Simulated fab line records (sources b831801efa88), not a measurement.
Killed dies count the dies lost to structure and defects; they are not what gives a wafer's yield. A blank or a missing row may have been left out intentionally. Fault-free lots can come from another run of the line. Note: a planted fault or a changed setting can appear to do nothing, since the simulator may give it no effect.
A struck lot beside a sound one :: flow gf180mcu :: 44 steps out of a route of 602
Sound: wafers L300.3, L300.4, L300.5. Struck: wafers L305.2, L305.5. (L305.4 of the same lot was not struck and is left out.) The cause comes at the end.
For every step that has rows: the tool of each side, followed by ch and its chambers, followed by its first start. Under that, the readings that differ: sound wafers :: struck wafers :: difference of the means :: sigmas: that difference in standard deviations of wafers without a fault.
alike: a reading whose means differ by less than 2 such deviations, as well as words and numbers matching on both sides. not compared: withheld readings; readings where some wafer has no value; bounds like >300 that might hide an equal value; numbers whose values overlap and for which the record gives no deviation.
The two part at a step that has a row with sigmas, a row that says differs or no value, or rows on one side only. When numbers do not overlap yet have no deviation, they are printed without sigmas and do not part them. A reading missing from all wafers of one side parts the sides only when that side holds two or more wafers.

first, 3 steps without rows for these wafers: GF_CONTACT_CLEAN_20 (cleans in DIW); GF_CONTACT_CLEAN_21 (cleans in dHF, time 20 s); GF_CONTACT_SPUTTER_22 (material Ti, target thk 15 nm, time 80.02 s).
GF_CONTACT_SPUTTER_23: material TiN, target thk 10 nm, time 40 s.
  struck on pvd sputter-02, day 22 12:15; sound on pvd sputter-03, day 20 18:13
  alike: chamber pressure pa, throttle valve pct
then, 1 step without rows for these wafers: GF_CONTACT_CVD_24 (deposits W, target thk 300 nm, time 90.339 s).
GF_CONTACT_RS_MEAS_25: the measuring method here is four-point-probe.
  struck on film metro-02, day 22 12:25; sound on film metro-01, day 20 18:23
  alike: CONTACT_W_RS
GF_CONTACT_THK_MEAS_26: measures by xrf.
  struck on film metro-02, day 22 12:31; sound on film metro-01, day 20 18:29
  alike: CONTACT_W_THK
then, 1 step without rows for these wafers: GF_CONTACT_CMP_27 (polishes, stops on SiO2, t overpolish 15 s, target thk 0 nm).
GF_M1_SPUTTER_00: material Ti, target thk 37.5 nm, time 150 s.
  struck on pvd sputter-01, day 22 12:52; sound on pvd sputter-01, day 20 18:50
  alike: chamber pressure pa, throttle valve pct
GF_M1_SPUTTER_01: material TiN, target thk 30 nm, time 25 s.
  struck on pvd sputter-01, day 22 12:58; sound on pvd sputter-01, day 20 18:56
  alike: chamber pressure pa, throttle valve pct
GF_M1_SPUTTER_02: material AlCu, target thk 450 nm, time 23.9 s.
  struck on pvd sputter-01, day 22 13:00; sound on pvd sputter-01, day 20 18:58
  alike: chamber pressure pa, throttle valve pct
then, 1 step without rows for these wafers: GF_M1_SPUTTER_03 (material Ti, target thk 10 nm, time 6.7 s).
GF_M1_SPUTTER_04: material TiN, target thk 50 nm, time 41.7 s.
  struck on pvd sputter-01, day 22 13:03; sound on pvd sputter-01, day 20 19:01
reading: model.TiN_of_M1_SPUTTER_04.thk nm (nm)
sound: 49.86 50.17 50.09
struck: 58.36 58.3
difference: +8.29
sigmas: 
  alike: chamber pressure pa, throttle valve pct
GF_M1_RS_MEAS_05: the measuring method here is four-point-probe.
  struck on film metro-01, day 22 13:07; sound on film metro-03, day 20 19:05
  alike: M1_ALCU_RS
GF_M1_THK_MEAS_06: measures by xrf.
  struck on film metro-01, day 22 13:13; sound on film metro-03, day 20 19:11
  alike: M1_ALCU_THK
then, 7 steps without rows for these wafers: GF_M1_DEHYDRATE_07 (time 60 s); GF_M1_HMDS_08 (prime time 60 s); GF_M1_COAT_09 (resist thk 1000 nm); GF_M1_SOFTBAKE_10 (time 60 s); GF_M1_EXPOSE_11 (exposes mask Metal1, target cd 230 nm); GF_M1_PEB_12 (peb time 90 s); GF_M1_DEVELOP_13 (develop time 60 s).
GF_M1_CD_MEAS_14: target cd 230 nm.
  struck on cd sem-01, day 23 11:28; sound on cd sem-02, day 21 19:29
  alike: cd nm
GF_M1_OVL_MEAS_15:
  struck on overlay-01, day 23 11:34; sound on overlay-01, day 21 19:34
  alike: M1_OVL
then, 1 step without rows for these wafers: GF_M1_METAL_ETCH_16 (etches the open film in Cl2/BCl3, stops on SiO2, target depth 627.5 nm, time 104.6 s).
GF_M1_STRIP_17: strips in O2/N2.
  sound on plasma asher-03 ch 0,1, day 21 19:44; struck on plasma asher-02 ch 1, day 23 11:43
reading: drypump motor current A (A)
sound: 4.6 5.9 5.9
struck: 6.7 6.7
difference: +1.2
sigmas: +2
  alike: heater power w, oes product au, strip time to endpoint s
  not compared: rf hours counter h
then, 3 steps without rows for these wafers: GF_M1_STRIP_18 (strips in post etch residue remover, time 1200 s); GF_M1_CLEAN_19 (cleans in DIW); GF_V1_CVD_00 (deposits SiO2, target thk 600 nm, time 100 s).
GF_V1_THK_MEAS_01:
  struck on film metro-04, day 23 12:19; sound on film metro-04, day 21 20:26
reading: V1_CVD_00_THK (nm)
sound: 614 601 611
struck: 598 591
difference: -14
sigmas: -2
then, 1 step without rows for these wafers: GF_V1_CVD_02 (deposits SiO2 from TEOS, target thk 850 nm, time 94.851 s).
GF_V1_THK_MEAS_03:
  struck on film metro-01, day 23 12:27; sound on film metro-02, day 21 20:34
  alike: V1_CVD_02_THK
then, 1 step without rows for these wafers: GF_V1_CMP_04 (polishes SiO2).
GF_V1_BOW_MEAS_05:
  struck on film metro-02, day 23 12:49; sound on film metro-01, day 21 21:01
  alike: V1_BOW
then, 8 steps without rows for these wafers: GF_V1_DEHYDRATE_06 (time 60 s); GF_V1_HMDS_07 (prime time 60 s); GF_V1_COAT_08; GF_V1_COAT_09 (resist thk 1000 nm); GF_V1_SOFTBAKE_10 (time 60 s); GF_V1_EXPOSE_11 (exposes mask Via1, target cd 260 nm); GF_V1_PEB_12 (peb time 90 s); GF_V1_DEVELOP_13 (develop time 60 s).
GF_V1_STRIP_19: strips in post etch residue remover, time 1200 s.
  sound on wet bench-03 ch 0, day 22 20:12; struck on wet bench-02 ch 2, day 24 11:39
reading: model.TiN_of_M1_SPUTTER_04.thk nm (nm)
sound: 49.01 49.32 49.24
struck: 57.53 57.46
difference: +8.31
sigmas: 
  alike: temp c
GF_PASSIVATION_PROBE_99:
  sound wafers here have rows in the record (prober-02, day 32 13:30); struck ones have none

## WHERE THEY PART
First at GF_M1_STRIP_17; last, within this record, at GF_PASSIVATION_PROBE_99.

WHY: the cause the simulator had injected
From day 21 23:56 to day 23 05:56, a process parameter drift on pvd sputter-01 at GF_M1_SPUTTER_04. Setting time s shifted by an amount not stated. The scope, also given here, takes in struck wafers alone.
